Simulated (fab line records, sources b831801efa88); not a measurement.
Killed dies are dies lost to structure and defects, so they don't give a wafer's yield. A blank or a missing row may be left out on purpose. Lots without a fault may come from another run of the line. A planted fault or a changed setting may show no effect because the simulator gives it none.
Which tool did it? | flow sfq_line | 15 lots, 45 wafers sampled, at 6 steps of a route of 325

WHAT THE GAUGES READ, wafer by wafer
SFQ_M8_RS_MEAS_949: measures by four-point-probe.
lot  | measured     | on            | M8_AU_RS (ohm/sq)
L410 | day 80 11:55 | film_metro-03 | 0.1542 0.1529 0.1558
L411 | day 80 17:54 | film_metro-04 | 0.1545 0.1521 0.1528
L412 | day 80 22:44 | film_metro-02 | 0.1515 0.1540 0.1545
L413 | day 81 18:15 | film_metro-02 | 0.1545 0.1557 0.1555
L414 | day 81 23:37 | film_metro-02 | 0.1531 0.1508 0.1531
L415 | day 82 04:21 | film_metro-03 | 0.1527 0.1538 0.1520
L416 | day 82 06:47 | film_metro-04 | 0.1536 0.1517 0.1548
L418 | day 85 06:26 | film_metro-04 | 0.1512 0.1495 0.1505
L419 | day 85 15:22 | film_metro-04 | 0.1556 0.1562 0.1554
L420 | day 86 13:50 | film_metro-02 | 0.1539 0.1515 0.1526
L422 | day 86 16:17 | film_metro-04 | 0.1554 0.1507 0.1514
L429 | day 92 04:44 | film_metro-04 | 0.1520 0.1540 0.1557
L430 | day 92 08:18 | film_metro-04 | 0.1544 0.1548 0.1550
L431 | day 92 12:31 | film_metro-04 | 0.1519 0.1561 0.1546
L432 | day 92 20:18 | film_metro-04 | 0.1523 0.1524 0.1523

WHICH TOOL RAN EACH LOT (tool, then ch and the chambers of the sampled wafers, then the start)
lot  | SFQ_TRILAYER_I0_CMP_CMP_028   | SFQ_TRILAYER_I0_METRO_MEASURE_029 | SFQ_TRILAYER_I0_VIA_ETCH_VIA_ETCH_034 | SFQ_TRILAYER_I6_VIA_STRIP_STRIP_173 | SFQ_TRILAYER_I7_VIA_BARC_OPEN_VIA_ETCH_260
L410 | cmp-01 ch 1,2, day 6 18:36    | film_metro-03, day 6 21:25        | rie_diel-02 ch 1,2,3, day 10 00:55    | rie_metal-04 ch 0,1, day 75 21:46   | rie_diel-01 ch 2,3, day 80 07:24
L411 | cmp-02 ch 0,1,3, day 6 21:59  | film_metro-02, day 7 01:07        | rie_diel-03 ch 1,3, day 10 04:31      | rie_metal-03 ch 0,1, day 76 02:46   | rie_diel-03 ch 0,2,3, day 80 13:24
L412 | cmp-02 ch 0,1,2, day 7 04:29  | film_metro-02, day 7 07:31        | rie_diel-01 ch 2,3, day 10 08:07      | rie_metal-03 ch 0,1, day 76 08:44   | rie_diel-01 ch 1,2,3, day 80 18:12
L413 | cmp-02 ch 2,3, day 7 06:59    | film_metro-02, day 7 10:43        | rie_diel-01 ch 0,3, day 10 11:43      | rie_metal-02 ch 0,1, day 76 11:25   | rie_diel-02 ch 0,2,3, day 81 11:08
L414 | cmp-01 ch 0,1, day 7 11:10    | film_metro-04, day 7 14:53        | rie_diel-03 ch 1,2, day 10 18:10      | rie_metal-03 ch 0,1, day 76 16:13   | rie_diel-03 ch 0,1,2, day 81 18:28
L415 | cmp-01 ch 0,2,3, day 7 17:10  | film_metro-04, day 7 20:17        | rie_diel-02 ch 1,2,3, day 11 01:22    | rie_metal-02 ch 0,1, day 76 18:25   | rie_diel-02 ch 0,2,3, day 81 23:15
L416 | cmp-02 ch 1,2,3, day 7 23:28  | film_metro-04, day 8 01:47        | rie_diel-01 ch 1,2, day 11 06:10      | rie_metal-04 ch 0,1, day 76 19:37   | rie_diel-03 ch 1,3, day 82 01:39
L418 | cmp-01 ch 1,2, day 8 17:10    | film_metro-02, day 8 20:29        | rie_diel-02 ch 0,1,2, day 11 20:34    | rie_metal-03 ch 0,1, day 80 19:34   | rie_diel-01 ch 0,1,2, day 85 01:47
L419 | cmp-01 ch 0,2,3, day 8 20:10  | film_metro-03, day 8 23:17        | rie_diel-01 ch 0,2, day 12 00:10      | rie_metal-02 ch 0,1, day 80 23:10   | rie_diel-03 ch 0,2,3, day 85 10:52
L420 | cmp-01 ch 0,2,3, day 8 23:10  | film_metro-02, day 9 02:17        | rie_diel-03 ch 0,2,3, day 12 05:43    | rie_metal-02 ch 0,1, day 81 03:58   | rie_diel-02 ch 1,2,3, day 86 03:28
L422 | cmp-01 ch 2,3, day 9 08:10    | film_metro-03, day 9 11:41        | rie_diel-02 ch 2,3, day 12 16:31      | rie_metal-02 ch 0,1, day 81 17:37   | rie_diel-01 ch 0,3, day 86 05:52
L429 | cmp-02 ch 1,2,3, day 10 22:19 | film_metro-02, day 11 01:26       | rie_diel-02 ch 0,3, day 14 16:31      | rie_metal-04 ch 0,1, day 85 07:25   | rie_diel-01 ch 1,2,3, day 91 23:35
L430 | cmp-02 ch 1,2,3, day 11 07:19 | film_metro-04, day 11 10:38       | rie_diel-01 ch 0,2, day 15 02:07      | rie_metal-04 ch 0,1, day 85 17:01   | rie_diel-03 ch 0,2,3, day 92 03:11
L431 | cmp-02 ch 0,2, day 11 13:49   | film_metro-04, day 11 16:50       | rie_diel-01 ch 1,3, day 15 10:37      | rie_metal-02 ch 0,1, day 85 20:49   | rie_diel-01 ch 1,2,3, day 92 07:59
L432 | cmp-01 ch 1,2, day 11 20:10   | film_metro-02, day 11 23:29       | rie_diel-01 ch 1,2, day 15 18:49      | rie_metal-04 ch 0,1, day 86 06:26   | rie_diel-03 ch 0,2, day 92 15:11
- SFQ_TRILAYER_I0_CMP_CMP_028: polishes SiO2.
- SFQ_TRILAYER_I0_METRO_MEASURE_029
- SFQ_TRILAYER_I0_VIA_ETCH_VIA_ETCH_034: etches SiO2 in CHF3, stops on Nb, target depth 260 nm.
- SFQ_TRILAYER_I6_VIA_STRIP_STRIP_173: strips in O2.
- SFQ_TRILAYER_I7_VIA_BARC_OPEN_VIA_ETCH_260: etches BARC in O2, target depth 125 nm, time 41.7 s.

WHAT THE TOOLS THEMSELVES READ (means of the sampled wafers that have a number; where no wafer has one, the mark that the record gives instead)
SFQ_TRILAYER_I0_CMP_CMP_028.
lot  | tool   | motor_current_A (A) | platen_rpm (rpm) | slurry_flow_ml_min | time_to_endpoint_s (s)
L410 | cmp-01 | 10.3                | 59.99            | 150.1              | 217
L411 | cmp-02 | 10.4                | 60.02            | 150.0              | 218
L412 | cmp-02 | 9.6                 | 60.02            | 149.7              | 216
L413 | cmp-02 | 9.2                 | 60.01            | 149.4              | 215
L414 | cmp-01 | 10.2                | 60.02            | 149.6              | 223
L415 | cmp-01 | 10.1                | 60.01            | 150.0              | 215
L416 | cmp-02 | 9.6                 | 59.99            | 150.1              | 200
L418 | cmp-01 | 10.4                | 60.00            | 150.1              | 225
L419 | cmp-01 | 9.6                 | 59.98            | 150.2              | 227
L420 | cmp-01 | 9.9                 | 59.99            | 150.2              | 230
L422 | cmp-01 | 10.3                | 60.00            | 150.4              | 225
L429 | cmp-02 | 9.6                 | 59.99            | 150.1              | 210
L430 | cmp-02 | 9.7                 | 60.02            | 150.0              | 210
L431 | cmp-02 | 9.8                 | 59.98            | 150.4              | 215
L432 | cmp-01 | 10.5                | 60.02            | 149.9              | 220

SFQ_TRILAYER_I0_METRO_MEASURE_029.
lot  | tool          | thk_nm (nm)
L410 | film_metro-03 | 199.4
L411 | film_metro-02 | 200.1
L412 | film_metro-02 | 200.2
L413 | film_metro-02 | 200.6
L414 | film_metro-04 | 201.0
L415 | film_metro-04 | 200.1
L416 | film_metro-04 | 199.1
L418 | film_metro-02 | 200.3
L419 | film_metro-03 | 185.6
L420 | film_metro-02 | 185.1
L422 | film_metro-03 | 185.8
L429 | film_metro-02 | 199.6
L430 | film_metro-04 | 199.2
L431 | film_metro-04 | 200.7
L432 | film_metro-02 | 199.8

SFQ_TRILAYER_I0_VIA_ETCH_VIA_ETCH_034.
lot  | tool        | chamber_pressure_mTorr (mTorr) | drypump_motor_current_A (A) | oes_product_au (a.u.)
L410 | rie_diel-02 | 29.97                          | 5.8                         | 0.854
L411 | rie_diel-03 | 29.98                          | 6.2                         | 0.852
L412 | rie_diel-01 | 30.02                          | 6.2                         | 0.856
L413 | rie_diel-01 | 30.03                          | 6.3                         | 0.858
L414 | rie_diel-03 | 30.00                          | 6.1                         | 0.856
L415 | rie_diel-02 | 30.01                          | 5.8                         | 0.859
L416 | rie_diel-01 | 30.01                          | 5.7                         | 0.852
L418 | rie_diel-02 | 29.99                          | 5.8                         | 0.854
L419 | rie_diel-01 | 30.02                          | 5.8                         | 0.826
L420 | rie_diel-03 | 30.01                          | 5.6                         | 0.818
L422 | rie_diel-02 | 30.01                          | 5.9                         | 0.822
L429 | rie_diel-02 | 29.98                          | 5.6                         | 0.852
L430 | rie_diel-01 | 30.02                          | 5.7                         | 0.854
L431 | rie_diel-01 | 30.02                          | 6.3                         | 0.859
L432 | rie_diel-01 | 29.97                          | 5.6                         | 0.853

SFQ_TRILAYER_I6_VIA_STRIP_STRIP_173.
lot  | tool         | chamber_pressure_mTorr (mTorr) | drypump_motor_current_A (A) | he_backside_leak_sccm (sccm) | oes_product_au (a.u.)
L410 | rie_metal-04 | 50.05                          | 5.9                         | 3.4                          | 0.992
L411 | rie_metal-03 | 50.00                          | 5.8                         | 3.7                          | 1.000
L412 | rie_metal-03 | 49.99                          | 5.8                         | 3.8                          | 0.993
L413 | rie_metal-02 | 49.96                          | 5.8                         | 3.4                          | 0.994
L414 | rie_metal-03 | 50.01                          | 5.8                         | 3.8                          | 1.003
L415 | rie_metal-02 | 50.02                          | 6.0                         | 3.4                          | 0.995
L416 | rie_metal-04 | 50.01                          | 6.1                         | 3.3                          | 0.995
L418 | rie_metal-03 | 49.99                          | 5.8                         | 3.6                          | 0.997
L419 | rie_metal-02 | 50.03                          | 5.8                         | 3.5                          | 0.988
L420 | rie_metal-02 | 49.97                          | 5.7                         | 3.5                          | 0.980
L422 | rie_metal-02 | 50.03                          | 6.0                         | 3.4                          | 1.000
L429 | rie_metal-04 | 50.05                          | 5.9                         | 3.4                          | 0.990
L430 | rie_metal-04 | 49.97                          | 5.9                         | 3.3                          | 0.999
L431 | rie_metal-02 | 50.01                          | 6.0                         | 3.6                          | 0.988
L432 | rie_metal-04 | 49.98                          | 6.1                         | 3.4                          | 1.011

SFQ_TRILAYER_I7_VIA_BARC_OPEN_VIA_ETCH_260.
lot  | tool        | chamber_pressure_mTorr (mTorr) | drypump_motor_current_A (A) | oes_product_au (a.u.)
L410 | rie_diel-01 | 30.005                         | 6.1                         | 0.687
L411 | rie_diel-03 | 30.001                         | 5.6                         | 0.682
L412 | rie_diel-01 | 29.991                         | 6.0                         | 0.684
L413 | rie_diel-02 | 29.960                         | 5.8                         | 0.684
L414 | rie_diel-03 | 29.997                         | 5.9                         | 0.688
L415 | rie_diel-02 | 29.997                         | 5.8                         | 0.685
L416 | rie_diel-03 | 30.005                         | 6.2                         | 0.689
L418 | rie_diel-01 | 29.995                         | 5.6                         | 0.689
L419 | rie_diel-03 | 29.998                         | 5.6                         | 0.690
L420 | rie_diel-02 | 29.980                         | 5.7                         | 0.688
L422 | rie_diel-01 | 30.022                         | 6.0                         | 0.686
L429 | rie_diel-01 | 29.985                         | 6.0                         | 0.688
L430 | rie_diel-03 | 29.999                         | 5.6                         | 0.689
L431 | rie_diel-01 | 30.018                         | 6.0                         | 0.689
L432 | rie_diel-03 | 30.019                         | 5.7                         | 0.683

THE ANSWER, worked out from the rows above alone
Rule: what is usual is taken from the lots themselves. Put in order of their means at a reading, lots are off if they are a third of the lots or fewer, leave a main group of 4 or more, and stand apart from it by a gap of 3 or more times the standard deviation of the main group's means; of several such gaps the widest counts. A main group whose means are all the same, to the digits that the tables above print for the reading, isn't used. A lot without any number at a reading at which 4 lots or more have one is off too. The other lots that the step has rows for count as sound. The gauges are gone through in route order, then the tools' own readings, and for those a lot's mean is taken as printed above. The first step at which some lot is off is used, and at that step the reading that is off furthest; a lot without a number counts as furthest.
Off: L419, L420, L422, at SFQ_TRILAYER_I0_METRO_MEASURE_029 (thk_nm). The main group: mean 200.0 nm, standard deviation 0.58.
A tool fits if, at that step or a process step before it, it ran every lot that is off, and no sound lot after the first of them. None of those tried fits.

WHAT THE SIMULATOR HAD PUT IN
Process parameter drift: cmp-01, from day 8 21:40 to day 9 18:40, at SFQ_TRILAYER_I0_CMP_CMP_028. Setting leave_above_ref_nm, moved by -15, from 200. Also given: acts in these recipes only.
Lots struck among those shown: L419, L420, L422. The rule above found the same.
